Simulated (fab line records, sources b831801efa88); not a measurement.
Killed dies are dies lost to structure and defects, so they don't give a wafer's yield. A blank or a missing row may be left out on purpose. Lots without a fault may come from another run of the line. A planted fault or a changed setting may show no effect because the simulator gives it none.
Chamber matching | flow gf180mcu | GF_V5_CMP_26 on cmp-02: 4 sister chambers
The step polishes, stops on SiO2, t overpolish 15 s, target thk 0 nm. 14 wafers are shown with their chamber, then 7 later ones without.

WAFERS WITH THEIR CHAMBER
wafer  | chamber | motor_current_A (A) | time_to_endpoint_s (s) | overpolish_run_s (s)
L167.1 | 3       | 12.6                | 87                     | 15.002
L167.3 | 2       | 10.6                | 88                     | 14.998
L167.5 | 2       | 10.6                | 87                     | 15.005
L168.2 | 3       | 12.3                | 90                     | 15.000
L168.3 | 1       | 10.7                | 88                     | 14.996
L168.5 | 3       | 12.7                | 90                     | 15.005
L169.3 | 2       | 11.3                | 88                     | 14.997
L169.5 | 2       | 10.8                | 87                     | 15.004
L169.6 | 3       | 12.6                | 86                     | 14.996
L172.2 | 3       | 13.4                | 85                     | 15.012
L172.3 | 0       | 11.1                | 84                     | 14.988
L172.4 | 1       | 10.9                | 86                     | 15.003
L174.1 | 2       | 11.2                | 87                     | 14.994
L174.3 | 1       | 11.1                | 87                     | 14.984

SIGNATURES (means of the wafers above)
reading            | chamber 0 | chamber 1 | chamber 2 | chamber 3 | scatter within a chamber
motor_current_A    | 11.100    | 10.900    | 10.900    | 12.720    | 0.345
time_to_endpoint_s | 84.00     | 87.00     | 87.40     | 87.60     | 1.56
overpolish_run_s   | 14.98800  | 14.99433  | 14.99960  | 15.00300  | 0.00646
Rule: a wafer's distance from a chamber is the root of the sum, over the readings, of the square of ((its reading less the chamber's mean) divided by the reading's scatter). The wafer belongs to the nearest chamber; if the next one is less than 2 further off, it can't be placed. The scatter: the root of (the sum of the squares of (reading less its chamber's mean) over the shown wafers, divided by (wafers less chambers)).

WAFERS WITHOUT THEIR CHAMBER
wafer  | motor_current_A (A) | time_to_endpoint_s (s) | overpolish_run_s (s)
L174.6 | 10.8                | 88                     | 14.993
L185.3 | 12.1                | 81                     | 14.993
L185.5 | 11.4                | 81                     | 15.006
L185.6 | 11.1                | 84                     | 14.984
L186.1 | 13.2                | 86                     | 14.998
L186.2 | 10.0                | 85                     | 15.011
L186.4 | 11.3                | 88                     | 14.993

WHICH CHAMBER EACH WENT THROUGH
wafer  | from the rows above               | in truth
L174.6 | can't be placed: 1 or 2           | 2
L185.3 | can't be placed: 0 or 3 or 1 or 2 | 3
L185.5 | can't be placed: 0 or 2 or 1      | 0
L185.6 | can't be placed: 0 or 1           | 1
L186.1 | 3                                 | 3
L186.2 | can't be placed: 2 or 1 or 0      | 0
L186.4 | can't be placed: 1 or 2 or 0      | 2
Placed correctly: 1 of 7. Can't be placed from these rows: 6 (the true chamber is among the candidates in 6). Placed wrongly: 0.
